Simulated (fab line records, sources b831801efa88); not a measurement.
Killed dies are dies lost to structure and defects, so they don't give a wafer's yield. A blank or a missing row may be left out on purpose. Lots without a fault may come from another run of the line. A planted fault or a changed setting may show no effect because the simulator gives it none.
Which tool did it? | flow sky130 | 6 lots, 18 wafers sampled, at 1 step of a route of 708

WHAT THE GAUGES READ, wafer by wafer
SKY_METAL2_CD_MEAS_15: target cd 140 nm.
lot  | measured     | on        | cd_nm (nm)
L324 | day 36 08:24 | cd_sem-01 | 138.3 138.3 138.9
L328 | day 37 10:15 | cd_sem-01 | 141.9 142.5 140.6
L331 | day 38 02:08 | cd_sem-01 | 141.0 142.1 141.6
L333 | day 38 17:58 | cd_sem-02 | 138.7 141.2 140.3
L337 | day 39 06:58 | cd_sem-01 | 138.4 138.4 136.9
L344 | day 41 11:23 | cd_sem-01 | 138.9 138.2 137.1

WHICH TOOL RAN EACH LOT (tool, then ch and the chambers of the sampled wafers, then the start)
The record holds no process step before these readings.

THE ANSWER, worked out from the rows above alone
Rule: what is usual is taken from the lots themselves. Put in order of their means at a reading, lots are off if they are a third of the lots or fewer, leave a main group of 4 or more, and stand apart from it by a gap of 3 or more times the standard deviation of the main group's means; of several such gaps the widest counts. A main group whose means are all the same, to the digits that the tables above print for the reading, isn't used. A lot without any number at a reading at which 4 lots or more have one is off too. The other lots that the step has rows for count as sound.
No lot is off at any reading shown: from this, nothing can be told.

WHAT THE SIMULATOR HAD PUT IN
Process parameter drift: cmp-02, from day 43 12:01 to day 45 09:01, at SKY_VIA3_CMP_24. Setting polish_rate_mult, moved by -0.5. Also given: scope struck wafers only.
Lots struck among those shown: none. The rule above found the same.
